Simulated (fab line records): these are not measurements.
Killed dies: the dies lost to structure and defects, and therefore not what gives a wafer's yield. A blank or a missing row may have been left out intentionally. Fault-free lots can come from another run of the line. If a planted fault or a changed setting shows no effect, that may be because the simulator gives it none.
What tool caused it? | flow gf180mcu | Sampling: 12 lots, 36 wafers, 3 of 602 route steps

## WHAT THE GAUGES READ, wafer by wafer
GF_MIM_RS_MEAS_10: the measuring method here is four-point-probe.
lot  | measured     | on           | MIM_ALCU_RS (ohm/sq)
L256 | day 25 00:49 | filmMetro-02 | 0.1635 0.1592 0.1598
L257 | day 25 09:22 | filmMetro-01 | 0.1596 0.1609 0.1595
L259 | day 25 18:21 | filmMetro-03 | 0.1606 0.1577 0.1588
L261 | day 26 14:05 | filmMetro-02 | 0.1567 0.1557 0.1573
L262 | day 26 15:59 | filmMetro-03 | 0.1601 0.1619 0.1616
L263 | day 27 06:13 | filmMetro-02 | 0.1579 0.1600 0.1614
L266 | day 28 02:01 | filmMetro-02 | 0.1564 0.1588 0.1577
L268 | day 28 20:09 | filmMetro-02 | 0.1591 0.1604 0.1589
L271 | day 29 14:48 | filmMetro-01 | 0.1602 0.1597 0.1619
L273 | day 30 04:02 | filmMetro-02 | 0.1613 0.1593 0.1599
L275 | day 30 18:57 | filmMetro-01 | 0.1602 0.1645 0.1604
L278 | day 31 10:30 | filmMetro-01 | 0.1539 0.1577 0.1568

GF_TOP_METAL_RS_MEAS_05: the measuring method here is four-point-probe.
lot  | measured     | on           | TOP_METAL_ALCU_RS (ohm/sq)
L256 | day 27 18:06 | filmMetro-03 | 0.0326 0.0326 0.0327
L257 | day 28 03:10 | filmMetro-02 | 0.0326 0.0313 0.0326
L259 | day 28 10:05 | filmMetro-03 | 0.0322 0.0326 0.0324
L261 | day 29 05:33 | filmMetro-02 | 0.0330 0.0334 0.0326
L262 | day 29 07:38 | filmMetro-03 | 0.0331 0.0314 0.0330
L263 | day 29 19:45 | filmMetro-03 | 0.0329 0.0326 0.0340
L266 | day 30 13:31 | filmMetro-03 | 0.0333 0.0321 0.0333
L268 | day 31 06:54 | filmMetro-02 | 0.0326 0.0320 0.0329
L271 | day 32 00:37 | filmMetro-03 | 0.0328 0.0331 0.0325
L273 | day 32 12:06 | filmMetro-02 | 0.0338 0.0329 0.0330
L275 | day 33 01:33 | filmMetro-03 | 0.0323 0.0326 0.0326
L278 | day 33 14:55 | filmMetro-03 | 0.0323 0.0333 0.0323

## WHICH TOOL RAN EACH LOT (tool, then ch and the chambers of the sampled wafers, then the start)
lot  | GF_V5_CVD_02
L256 | pecvd-02 ch 0,1, day 26 20:05
L257 | pecvd-04 ch 1,2, day 27 04:44
L259 | pecvd-02 ch 0,1,2, day 27 12:22
L261 | pecvd-04 ch 0,1,2, day 28 07:31
L262 | pecvd-04 ch 0,2, day 28 10:10
L263 | pecvd-02 ch 0,1,2, day 28 22:35
L266 | pecvd-02 ch 1,2, day 29 17:26
L268 | pecvd-02 ch 1,2, day 30 11:05
L271 | pecvd-02 ch 1,2, day 31 04:52
L273 | pecvd-02 ch 0,1,2, day 31 16:55
L275 | pecvd-02 ch 0,2, day 32 06:46
L278 | pecvd-02 ch 0,2, day 32 20:55
- GF_V5_CVD_02: deposits SiO2 from TEOS, target thk 1450 nm, time 163.28 s.

## AS READ BY THE TOOLS THEMSELVES (means over the sampled wafers that have a number; for cases with no such wafer, the mark the record gives instead)
GF_V5_CVD_02.
lot  | tool     | heaterPowerW (W)
L256 | pecvd-02 | 743
L257 | pecvd-04 | 630
L259 | pecvd-02 | 721
L261 | pecvd-04 | 654
L262 | pecvd-04 | 666
L263 | pecvd-02 | 743
L266 | pecvd-02 | 617
L268 | pecvd-02 | 641
L271 | pecvd-02 | 659
L273 | pecvd-02 | 686
L275 | pecvd-02 | 684
L278 | pecvd-02 | 737

## THE ANSWER, worked out from the rows above alone
Rule: the usual values come from the lots themselves. The widest of any qualifying gaps counts: lots, ordered by their means at a reading, are off when they make up no more than a third of the lots, leave a main group of 4 or more, and stand apart from it by 3 or more times the standard deviation of that group's means. Not used: any main group whose means are identical at the precision the tables above print for the reading. A lot without any number at a reading at which 4 lots or more have one is off too. All remaining lots with rows at the step are treated as sound. The gauges are gone through in route order, then the tools' own readings, and for those a lot's mean is taken as printed above. The first step at which some lot is off is used, and at that step the reading that is off furthest; a lot without a number counts as furthest.
No lot is off at any reading shown: from this, nothing can be told.

## WHAT THE SIMULATOR HAD INSERTED
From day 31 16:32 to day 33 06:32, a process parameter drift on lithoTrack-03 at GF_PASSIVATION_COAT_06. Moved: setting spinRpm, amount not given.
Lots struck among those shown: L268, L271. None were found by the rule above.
